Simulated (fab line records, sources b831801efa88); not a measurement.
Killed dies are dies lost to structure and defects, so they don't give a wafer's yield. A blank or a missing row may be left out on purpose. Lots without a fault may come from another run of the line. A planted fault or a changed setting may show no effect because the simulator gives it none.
One fault seen from 2 desks | flow gf180mcu | each desk has only its own numbers; what lay behind them comes last

THE METROLOGY DESK
What the gauges read, lot by lot, whatever tool the lot ran on: means of the sampled wafers that have a number. A lot is out of limits, marked OUT, if its mean lies more than 4 standard deviations from the usual mean; the brackets give that distance. Of its 9 readings 7 are shown: those that lie furthest out on some lot.
Columns: A = CONTACT_W_THK at GF_CONTACT_THK_MEAS_26, usual 291 nm; B = M1_ALCU_RS at GF_M1_RS_MEAS_05, usual 0.0692 ohm/sq; C = M1_ALCU_THK at GF_M1_THK_MEAS_06, usual 453 nm; D = cd_nm at GF_M1_CD_MEAS_14, usual 230.0 nm; E = M1_OVL at GF_M1_OVL_MEAS_15, usual 2 nm; F = V1_CVD_00_THK at GF_V1_THK_MEAS_01, usual 596 nm; G = V1_CVD_02_THK at GF_V1_THK_MEAS_03, usual 852 nm
lot  | first seen here | A   | B      | C   | D     | E  | F   | G
L734 | day 15 22:46    | 290 | 0.0680 | 460 | 228.2 | 1  | 600 | 856
L735 | day 17 00:32    | 292 | 0.0696 | 448 | 230.5 | 2  | 596 | 855
L744 | day 19 18:33    | 288 | 0.0694 | 447 | 229.4 | -5 | 596 | 849
L745 | day 20 05:01    | 287 | 0.0681 | 461 | 231.6 | -0 | 593 | 846
L751 | day 22 09:23    | 294 | 0.0705 | 447 | 232.4 | 3  | 590 | 842
This desk's finding: nothing out of limits on any of the 5 lots.

THE TOOL OWNER'S DESK: pvd_sputter-03
The tool's own readings at GF_M1_SPUTTER_04 (material TiN, target thk 50 nm, time 41.7 s): means of the sampled wafers that have a number, for each lot that ran on this tool. A lot is out of limits, marked OUT, if its mean lies more than 4 standard deviations from the usual mean; the brackets give that distance.
Columns: A = throttle_valve_pct at GF_M1_SPUTTER_04, usual 30.2 %
lot  | first seen here | A
L745 | day 20 05:45    | 29.8
L751 | day 22 10:03    | 30.1
This desk's finding: nothing out of limits on any of the 2 lots.

PUT TOGETHER
The metrology desk saw nothing out of limits.
The tool owner's desk saw nothing out of limits.

WHAT THE SIMULATOR HAD PUT IN
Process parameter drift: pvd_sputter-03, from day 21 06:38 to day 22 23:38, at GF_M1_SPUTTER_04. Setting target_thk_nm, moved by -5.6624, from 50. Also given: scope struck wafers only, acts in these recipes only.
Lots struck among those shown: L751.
